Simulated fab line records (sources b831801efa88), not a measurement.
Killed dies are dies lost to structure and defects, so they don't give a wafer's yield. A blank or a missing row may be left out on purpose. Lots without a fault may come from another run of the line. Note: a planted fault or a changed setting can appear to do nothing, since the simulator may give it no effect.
A lot that was struck, set against a sound lot	flow sky130	16 out of 708 route steps
Sound: wafers L889.2, L889.3, L889.6. Struck: wafers L888.1, L888.2, L888.5. At the end, the cause is stated.
Order at every step that has rows: each side's tool, ch and its chambers, its first start. Under that, the readings that differ: sound wafers	struck wafers	difference of the means	sigmas: that difference in standard deviations of wafers without a fault.
alike: a reading whose means differ by less than 2 such deviations, as well as words and numbers matching on both sides. not compared: withheld readings; readings where some wafer has no value; bounds like >300 that might hide an equal value; numbers whose values overlap and for which the record gives no deviation.
A row with sigmas, a row that says differs or no value, or rows on one side alone: a step with any of these is where the two part. Numbers that don't overlap but have no deviation are shown without sigmas and don't part them. A reading missing from all wafers of one side parts the sides only when that side holds two or more wafers.

SKY_LDD_HVP_TW_MEAS_10:
  sound on film-metro-01 at day 28 10:33; struck on film-metro-04 at day 28 07:56
reading	sound	struck	difference	sigmas
LDD_HVP_TW	453.4 454.8 453.5	460.7 461.5 461.9	+7.5	+3
then, 7 steps without rows for these wafers: SKY_LDD_LDN_DEHYDRATE_00 (time 60 s); SKY_LDD_LDN_HMDS_01 (prime time 60 s); SKY_LDD_LDN_COAT_02 (resist thk 1140 nm); SKY_LDD_LDN_SOFTBAKE_03 (time 60 s); SKY_LDD_LDN_EXPOSE_04 (exposes mask LDNTM, target cd 700 nm); SKY_LDD_LDN_PEB_05; SKY_LDD_LDN_DEVELOP_06 (develop time 60 s).
SKY_LDD_LDN_OVL_MEAS_07:
  sound on overlay-02 at day 29 13:09; struck on overlay-01 at day 29 10:27
reading	sound	struck	difference	sigmas
LDD_LDN_OVL (nm)	-1.8 -2.6 -0.8	1.6 0.9 1.3	+3.0	+2
then, 3 steps without rows for these wafers: SKY_LDD_LDN_IMPLANT_08; SKY_LDD_LDN_IMPLANT_09; SKY_LDD_LDN_IMPLANT_10.
SKY_LDD_LDN_IMPLANT_11:
  struck on implanter-01, day 29 10:56; sound on implanter-02 ch 0, day 29 13:39
  no value came back on the struck wafers for beam-energy-keV, beam-on-s (s), dose-ions-cm2, implant-ion-amu; on the sound wafers beam-energy-keV reads 14.994 14.990 14.999
SKY_LDD_LDN_STRIP_12: strips in O2/N2.
  sound on plasma-asher-02 ch 0,1, day 29 13:47; struck on plasma-asher-01 ch 0,1, day 29 11:05
reading	sound	struck	difference	sigmas
strip-time-to-endpoint-s (s)	14.23 14.23 14.25	14.09 14.07 14.10	-0.15	-3
  alike: drypump-motor-current-A, oes-product-au
  not compared: rf-hours-counter-h
SKY_LDD_LDN_TW_MEAS_13:
  sound on film-metro-03 at day 29 13:53; struck on film-metro-03 at day 29 11:11
reading	sound	struck	difference	sigmas
LDD_LDN_TW	1488 1482 1486	1357 1370 1358	-124	-15
then, 1 step without rows for these wafers: SKY_LDD_LDN_CLEAN_14 (cleans in SC1/SC2, time 150 s).

## WHERE THEY PART
First at SKY_LDD_HVP_TW_MEAS_10; last, within this record, at SKY_LDD_LDN_TW_MEAS_13.

WHY: what the simulator had put in
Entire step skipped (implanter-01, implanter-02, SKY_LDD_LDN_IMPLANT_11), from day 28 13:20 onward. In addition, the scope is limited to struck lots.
